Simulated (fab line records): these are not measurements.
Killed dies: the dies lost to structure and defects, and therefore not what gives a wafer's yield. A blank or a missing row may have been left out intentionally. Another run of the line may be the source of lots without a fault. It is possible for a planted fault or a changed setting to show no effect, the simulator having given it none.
Problem report in the 8D (eight disciplines) form, filled by code + flow sky130 + the parts of the form that need people (team, actions taken, sign-off) are left out

== 1. THE PROBLEM ==
Wafers without a fault read 100.0 W, standard deviation 0.31; bias-w at SKY_VIA2_ETCH_14 reads a mean of 94.5 W on 2 wafers belonging to 2 lots. That is -18 standard deviations from the usual mean.
The step: etches BARC in N2/H2, stops on SiO2, time 45.9 s, target depth 60 nm.
First seen on wafer L202.6, day 39 18:02, on rie-diel-03. Wafers with a number at this step in the record: 36, from 12 lots. The rule behind "out" and "out of limits": a value lying over 4 standard deviations away from the usual mean. Any other wafer with a number is counted as sound.

== 2. WHAT THIS IS AND IS NOT ==
| question                    | is                | is not                                                                                 |
|-----------------------------|-------------------|----------------------------------------------------------------------------------------|
| which readings at this step | bias-w            | drypump-motor-current-A, oes-product-au, rf-fwd-power-W, throttle-valve-pct            |
| which lots                  | L202, L205        | L191, L192, L195, L196, L197, L198, L200, L209, L210, L213                             |
| which wafers of those lots  | L202.6, L205.5    | L202.1, L202.2, L205.2, L205.3                                                         |
| read on which tools         | rie-diel-03       | rie-diel-02, rie-diel-04                                                               |
| when                        | from day 39 18:02 | up to then (23 sound wafers); but 11 sound wafers of L205, L209, L210, L213 came after |

== 3. WHAT RULES OUT EACH SUSPECT ==
Counting: if a tool at a process step up to the reading ran every lot that is out, it stays a suspect. Sound lots after the first of them don't rule it out here, since some wafers of a struck lot are sound.
- rie-diel-03 at SKY_VIA2_ETCH_14 (etches BARC in N2/H2, stops on SiO2, time 45.9 s, target depth 60 nm): kept. It processed each lot that is out (first: L202, day 39 18:02); up to then, its last sound lot is L200 (day 38 22:32). Its own readings are out on those wafers: bias-w.
- At SKY_VIA2_ETCH_14, inside rie-diel-03: chamber 1 took the wafers that are out, while their sound lot-mates went through chambers 0, 2, 3.
After counting, what remains is rie-diel-03 at SKY_VIA2_ETCH_14.

== 4. THE CAUSE (what the simulator had put in) ==
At SKY_VIA2_ETCH_14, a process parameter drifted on rie-diel-03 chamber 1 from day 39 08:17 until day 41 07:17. Setting bias-w shifted by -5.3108 from 100. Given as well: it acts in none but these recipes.
After counting, this tool was the only one left.

== 5. THE EFFECT CHAIN, in route order ==
One row per reading whose mean, taken over the struck wafers that have a number, lies over 3 standard deviations from the usual. Readings are gone through only where the record gives a usual standard deviation; hours: the median, over the lots, of the time from a lot's start at the first step in this table giving one to that lot's start at this step; sigmas: the change measured in usual standard deviations.
| hours | step             | reading | usual   | on struck wafers | change | sigmas |
|-------|------------------|---------|---------|------------------|--------|--------|
| 0     | SKY_VIA2_ETCH_14 | bias-w  | 100.0 W | 94.5             | -5.5   | -18    |
It contains these process steps:
- SKY_VIA2_ETCH_14: etches BARC in N2/H2, stops on SiO2, time 45.9 s, target depth 60 nm.

== 6. WHAT WOULD HAVE CAUGHT IT SOONER ==
First out-of-limits reading in this record: day 39 18:02, which is 10 hours after fault onset at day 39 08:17.
